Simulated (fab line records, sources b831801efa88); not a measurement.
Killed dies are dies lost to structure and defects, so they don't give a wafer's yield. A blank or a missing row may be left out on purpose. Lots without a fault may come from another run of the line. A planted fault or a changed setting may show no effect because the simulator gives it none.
fab line records | flow gf180mcu
record lots=10 wafers=30 last_day=34
route steps=602 shown M1@332 V3@444 TOP_METAL@583
lots that met no fault: from a run of the same line without faults
start_h: hours from the record's first day to the start of the lot's first wafer shown | wait_h: hours since the lot's step before | " the same as in the row above | L1.1+2: a row that stands for several wafers | - no value, or no start given | * or withheld: withheld | < > ~ a bound
route shown NAME@n: a module of which the file shows steps, and the number in the route of the first | usual: mean/standard deviation of fault-free wafers | same: alike in all rows | chamber/n: place in a boat | sites: the reading at each site | _std_site: their standard deviation | _edge_site: outer sites' mean less inner sites' | radius_mm: how far each site lies from the wafer's centre | mask NAME#n: copy n | behind: the tool/chamber that last shaped the wafer | hold: why the lot was held/for how many hours/how that ended | device: the transistor (n, p or np) that didn't switch | end of line: the same wafers' tests at the end of the route | a step without rows: its recipe alone | killed: dies lost to structure and defects at the first sort, not the wafer's yield | map: a wafer's dies, x killed, . not, _ none there
set.NAME: the setting as run; set.NAME@STEP: as run at that earlier step | model.NAME: the simulator's own value behind a step, which no gauge read
steps of the route over a sample of lots; a table a step, a row a wafer
services: from which hour (start_h, from the record's first day; less than 0 if before it) a tool's chamber was out of use, for how many hours, and why
## steps
# step GF_M1_STRIP_17
# recipe chemistry=O2/N2 power_w=1400 pressure_mtorr=1500 platen_temp_c=250 o2_flow_sccm=3000 n2_flow_sccm=300 overash_fraction=0.5
# usual drypump_motor_current_A=5.6/0.37 heater_power_w=331/40 oes_product_au=0.536/0.0052 strip_time_to_endpoint_s=7.38/0.05
# same overash_fraction=0.5
# columns lot.wafer tool chamber start_h wait_h drypump_motor_current_A heater_power_w oes_product_au rf_hours_counter_h strip_time_to_endpoint_s
L120.2 plasma_asher-04 0 399.90 0.1 5.4 286 0.539 31 7.36
L120.4 " 0 " " 5.4 281 0.540 - 7.35
L120.5 " 0 " " 5.4 288 0.542 - 7.37
L123.1 plasma_asher-01 1 419.77 0.1 5.4 327 0.539 64 7.47
L123.3 " 1 " " 5.4 334 0.539 - 7.40
L123.4 " 0 " " 5.5 339 0.537 - 7.48
L124.2 plasma_asher-02 0 435.23 0.1 6.4 389 0.546 0 7.46
L124.3 " 1 " " 5.6 339 0.543 - 7.45
L124.5 " 1 " " 5.6 351 0.537 - 7.40
L125.2 plasma_asher-01 0 446.40 0.1 5.5 353 0.536 67 7.40
L125.4 " 1 " " 5.4 338 0.525 - 7.45
L125.6 " 1 " " 5.4 339 0.538 - 7.43
L127.2 plasma_asher-01 0 462.23 0.1 5.5 349 0.532 68 7.32
L127.5 " 0 " " 5.5 357 0.530 - 7.37
L127.6 " 1 " " 5.4 334 0.536 - 7.37
L126.1 plasma_asher-02 1 462.58 0.1 5.6 342 0.538 3 7.39
L126.4 " 0 " " 6.4 408 0.549 - 7.42
L126.6 " 0 " " 6.4 397 0.542 - 7.46
L129.1 plasma_asher-04 0 480.33 0.1 5.3 283 0.530 39 7.34
L129.2 " 1 " " 5.3 289 0.535 39 7.31
L129.5 " 1 " " 5.3 279 0.534 - 7.35
L140.1 plasma_asher-04 0 563.50 0.1 5.4 291 0.539 47 7.42
L140.2 " 1 " " 5.3 290 0.532 47 7.41
L140.6 " 0 " " 5.5 283 0.538 - 7.41
L141.1 plasma_asher-02 0 571.60 0.1 6.4 391 0.539 16 7.32
L141.5 " 1 " " 5.6 355 0.534 - 7.35
L141.6 " 0 " " 6.4 399 0.539 - 7.39
L142.3 plasma_asher-04 1 580.31 0.1 5.3 287 0.547 - 7.40
L142.4 " 0 " " 5.4 281 0.538 - 7.41
L142.6 " 0 " " 5.4 279 0.540 - 7.41
# step GF_V3_OVL_MEAS_15
# usual V3_OVL=-4/5.2
# columns lot.wafer tool chamber start_h wait_h V3_OVL[nm]
L120.2 overlay-01 - 527.08 0.1 8
L120.4 " - " " 1
L120.5 " - " " 6
L123.1 overlay-02 - 546.98 0.1 -5
L123.3 " - " " -5
L123.4 " - " " -8
L124.2 overlay-01 - 560.31 0.1 -2
L124.3 " - " " -3
L124.5 " - " " 0
L125.2 overlay-01 - 569.84 0.1 -7
L125.4 " - " " -8
L125.6 " - " " -5
L127.2 overlay-02 - 583.91 0.1 -6
L127.5 " - " " -8
L127.6 " - " " -2
L126.1 overlay-01 - 585.75 0.1 0
L126.4 " - " " 8
L126.6 " - " " -3
L129.1 overlay-01 - 600.70 0.1 -3
L129.2 " - " " -4
L129.5 " - " " -3
L140.1 overlay-01 - 673.78 0.1 3
L140.2 " - " " -2
L140.6 " - " " -2
L141.1 overlay-02 - 680.97 0.1 -5
L141.5 " - " " -10
L141.6 " - " " -8
L142.3 overlay-02 - 688.24 0.1 -1
L142.4 " - " " -6
L142.6 " - " " -7
# step GF_V3_CVD_23
# recipe material=W target_thk_nm=350 time_s=104.9 temp_c=400 pressure_torr=40
# usual chamber_pressure_Torr=40.01/0.081 heater_power_w=862/83
# columns lot.wafer tool chamber start_h wait_h chamber_pressure_Torr heater_power_w
L120.2 cvd_w-02 1 527.88 0.0 39.88 900
L120.4 " 0 " " 39.94 992
L120.5 " 0 " " 40.01 962
L123.1 cvd_w-01 1 547.81 0.0 40.05 763
L123.3 " 1 " " 39.97 793
L123.4 " 0 " " 40.17 776
L124.2 cvd_w-01 1 561.10 0.0 40.17 784
L124.3 " 1 " " 39.89 764
L124.5 " 1 " " 40.08 794
L125.2 cvd_w-02 0 570.68 0.0 40.01 953
L125.4 " 0 " " 40.02 959
L125.6 " 0 " " 39.94 992
L127.2 cvd_w-02 1 584.73 0.0 40.06 893
L127.5 " 1 " " 39.90 890
L127.6 " 0 " " 40.02 965
L126.1 cvd_w-02 1 586.62 0.0 40.16 932
L126.4 " 1 " " 40.16 893
L126.6 " 0 " " 39.88 953
L129.1 cvd_w-02 0 601.50 0.0 40.08 963
L129.2 " 1 " " 40.13 895
L129.5 " 0 " " 39.92 974
L140.1 cvd_w-02 0 674.58 0.0 39.96 984
L140.2 " 1 " " 40.01 903
L140.6 " 0 " " 39.95 972
L141.1 cvd_w-02 1 681.77 0.0 39.86 914
L141.5 " 1 " " 39.80 905
L141.6 " 0 " " 39.98 992
L142.3 cvd_w-01 1 689.09 0.1 40.22 777
L142.4 " 0 " " 39.86 788
L142.6 " 0 " " 40.07 779
# step GF_V3_RS_MEAS_24
# recipe thk_meas_gauge=four-point-probe reads=W_of_V3_CVD_23+TiN_of_V3_SPUTTER_22+Ti_of_V3_SPUTTER_21
# usual V3_W_RS=0.328/0.0041
# columns lot.wafer tool chamber start_h wait_h V3_W_RS[ohm/sq]
L120.2 film_metro-04 - 528.01 0.1 0.326
L120.4 " - " " 0.325
L120.5 " - " " 0.326
L123.1 film_metro-01 - 547.92 0.1 0.325
L123.3 " - " " 0.324
L123.4 " - " " 0.323
L124.2 film_metro-01 - 561.23 0.1 0.322
L124.3 " - " " 0.326
L124.5 " - " " 0.325
L125.2 film_metro-01 - 570.81 0.1 0.334
L125.4 " - " " 0.333
L125.6 " - " " 0.328
L127.2 film_metro-01 - 584.87 0.1 0.327
L127.5 " - " " 0.332
L127.6 " - " " 0.329
L126.1 film_metro-04 - 586.73 0.1 0.334
L126.4 " - " " 0.330
L126.6 " - " " 0.551
L129.1 film_metro-01 - 601.61 0.1 0.327
L129.2 " - " " 0.539
L129.5 " - " " 0.328
L140.1 film_metro-02 - 674.69 0.1 0.326
L140.2 " - " " 0.339
L140.6 " - " " 0.327
L141.1 film_metro-02 - 681.88 0.1 0.333
L141.5 " - " " 0.332
L141.6 " - " " 0.326
L142.3 film_metro-01 - 689.20 0.1 0.327
L142.4 " - " " 0.329
L142.6 " - " " 0.330
# step GF_V3_THK_MEAS_25
# recipe thk_meas_gauge=xrf reads=W_of_V3_CVD_23
# usual V3_W_THK=351/4.3
# columns lot.wafer tool chamber start_h wait_h V3_W_THK[nm]
L120.2 film_metro-04 - 528.12 0.1 354
L120.4 " - " " 355
L120.5 " - " " 354
L123.1 film_metro-01 - 548.04 0.1 354
L123.3 " - " " 352
L123.4 " - " " 357
L124.2 film_metro-01 - 561.34 0.1 359
L124.3 " - " " 351
L124.5 " - " " 352
L125.2 film_metro-01 - 570.92 0.1 343
L125.4 " - " " 342
L125.6 " - " " 351
L127.2 film_metro-01 - 584.98 0.1 351
L127.5 " - " " 346
L127.6 " - " " 350
L126.1 film_metro-04 - 586.85 0.1 342
L126.4 " - " " 345
L126.6 " - " " 211
L129.1 film_metro-01 - 601.73 0.1 352
L129.2 " - " " 214
L129.5 " - " " 351
L140.1 film_metro-02 - 674.81 0.1 355
L140.2 " - " " 342
L140.6 " - " " 353
L141.1 film_metro-02 - 682.00 0.1 346
L141.5 " - " " 349
L141.6 " - " " 355
L142.3 film_metro-01 - 689.30 0.1 350
L142.4 " - " " 350
L142.6 " - " " 349
# step GF_V3_CMP_26
# recipe stop_on=SiO2 down_force_psi=3.5 platen_rpm=60 t_overpolish_s=15 target_thk_nm=0 pad_velocity_m_s=0.94248
# usual motor_current_A=10.7/0.74 time_to_endpoint_s=85/3.9
# columns lot.wafer tool chamber start_h wait_h motor_current_A time_to_endpoint_s
L120.4 cmp-02 3 528.22 0.1 12.1 88
L120.2 " 1 " " 11.2 80
L120.5 " 3 " " 11.7 90
L123.3 cmp-02 2 548.10 0.0 11.4 86
L123.1 " 3 " " 12.1 90
L123.4 " 1 " " 11.3 84
L124.3 cmp-01 2 561.39 0.0 10.9 87
L124.2 " 0 " " 10.2 90
L124.5 " 3 " " 11.7 85
L125.2 cmp-02 0 571.02 0.1 10.5 79
L125.4 " 1 " " 11.4 78
L125.6 " 0 " " 10.7 81
L127.2 cmp-01 1 585.13 0.1 9.6 84
L127.6 " 3 " " 11.1 84
L127.5 " 0 " " 10.0 87
L126.1 cmp-01 0 586.91 0.1 10.0 85
L126.4 " 3 " " 11.4 83
L126.6 " 1 " " 9.6 48
L129.2 cmp-01 3 601.79 0.0 11.1 48
L129.1 " 1 " " 9.9 83
L129.5 " 0 " " 10.4 92
L140.2 cmp-01 1 674.87 0.0 9.4 78
L140.1 " 3 " " 10.8 86
L140.6 " 2 " " 10.5 86
L141.1 cmp-01 0 682.16 0.1 10.2 88
L141.5 " 2 " " 10.2 84
L141.6 " 3 " " 10.6 85
L142.3 cmp-02 1 689.44 0.1 11.2 82
L142.4 " 2 " " 11.8 85
L142.6 " 0 " " 10.2 83
# step GF_TOP_METAL_METAL_ETCH_16
# recipe chemistry=Cl2/BCl3 mask_material=NOVOLAK target_depth_nm=1197 stop_on=SiO2 pressure_mtorr=8 icp_w=800 bias_w=140 Cl2_flow_sccm=80 bcl3_flow_sccm=40 time_s=199.5
# usual bias_w=140.0/0.39 drypump_motor_current_A=5.83/0.3 oes_product_au=0.990/0.0069 throttle_valve_pct=28.228/0.0098
# columns lot.wafer tool chamber start_h wait_h bias_w drypump_motor_current_A oes_product_au rf_hours_counter_h throttle_valve_pct
L120.2 rie_metal-04 1 663.31 0.0 140.5 5.45 0.992 0 28.234
L120.4 " 0 " " 140.2 6.16 0.991 - 28.239
L120.5 " 0 " " 140.1 6.19 0.988 - 28.237
L123.1 rie_metal-04 1 678.84 0.0 140.4 5.43 0.988 1 28.218
L123.3 " 0 " " 140.0 6.16 0.978 - 28.241
L123.4 " 1 " " 139.9 5.42 0.988 - 28.225
L124.2 rie_metal-01 1 691.62 0.1 139.7 6.07 0.989 - 28.218
L124.3 " 1 " " 140.1 6.07 0.992 - 28.230
L124.5 " 1 " " 139.8 6.10 0.990 - 28.228
L125.2 rie_metal-01 1 698.11 0.1 139.7 6.08 0.988 - 28.238
L125.4 " 1 " " 140.4 6.09 0.993 - 28.216
L125.6 " 1 " " 139.9 6.09 0.997 - 28.219
L127.2 rie_metal-01 0 710.31 0.0 139.2 6.18 0.998 0 28.228
L127.5 " 1 " " 140.0 6.10 0.999 - 28.229
L127.6 " 0 " " 139.1 6.18 0.999 - 28.244
L126.1 rie_metal-01 1 711.94 0.0 140.0 6.09 0.984 5 28.208
L126.4 " 1 " " 139.6 6.11 0.989 - 28.225
L126.6 " 0 " " 140.1 6.12 0.996 - 28.220
L129.1 rie_metal-04 1 725.05 0.0 139.4 5.44 0.986 3 28.220
L129.2 " 0 " " 140.5 6.18 0.983 6 28.223
L129.5 " 1 " " 139.5 5.45 0.993 - 28.221
L140.1 rie_metal-03 0 786.99 0.0 140.4 5.64 0.991 11 28.235
L140.2 " 1 " " 139.2 5.53 0.991 16 28.238
L140.6 " 1 " " 139.9 5.50 0.996 - 28.255
L141.1 rie_metal-03 1 791.39 0.0 140.6 5.50 0.997 17 28.233
L141.5 " 1 " " 140.0 5.49 0.987 - 28.213
L141.6 " 0 " " 139.6 5.67 1.000 - 28.249
L142.3 rie_metal-01 1 798.50 0.1 139.8 6.08 0.995 - 28.226
L142.4 " 0 " " 140.1 6.15 0.996 - 28.236
L142.6 " 0 " " 139.7 6.15 0.987 - 28.225
## services
# columns tool chamber start_h hours kind
cvd_w-02 - 390.00 14.0 pm
cvd_w-02 - 404.00 2.8 pm
rie_metal-01 - 433.42 1.4 pm
cmp-01 - 451.66 4.0 pm
cvd_w-02 - 463.74 14.6 pm
cmp-01 - 466.93 11.1 repair
cmp-01 - 470.96 1.6 repair
cmp-01 - 471.62 3.8 repair
cmp-01 - 478.00 9.3 pm
cvd_w-02 1 480.15 8.8 repair
cmp-01 - 491.88 1.1 repair
cmp-01 - 498.67 0.8 repair
cvd_w-02 - 504.55 1.2 repair
cmp-01 - 590.85 2.1 repair
cvd_w-02 1 602.86 9.9 repair
cvd_w-02 - 619.48 0.5 repair
cmp-01 - 643.00 4.1 pm
cmp-01 - 677.84 1.7 repair
cvd_w-02 - 700.63 0.3 repair
cmp-01 - 707.98 1.1 repair
cvd_w-02 - 742.57 0.8 repair
cmp-01 - 745.68 0.4 repair
cmp-01 - 768.01 0.8 repair
cmp-01 - 791.72 4.0 pm
## key
first_sign step=GF_V3_RS_MEAS_24 reading=V3_W_RS direction=up sigmas=53 usual=0.328 struck=0.545
effect step=GF_V3_THK_MEAS_25 reading=V3_W_THK direction=down sigmas=32 usual=351 struck=213
effect step=GF_V3_CMP_26 reading=time_to_endpoint_s direction=down sigmas=9.5 usual=* struck=*
met_at GF_V3_CVD_23
struck_lots L126,L129
struck_wafers L126.6,L129.2
not_acting_at GF_M1_STRIP_17,GF_V3_OVL_MEAS_15,GF_TOP_METAL_METAL_ETCH_16
onset_between 584.73 586.62
fault kind=process_parameter_drift tool=cvd_w-02 chamber=- onset_h=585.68 steps=GF_V3_CVD_23 channel=target_thk_nm offset=-134.75 shape=step end_h=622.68 scope=struck_wafers_only acts_in=these_recipes_only stated=350
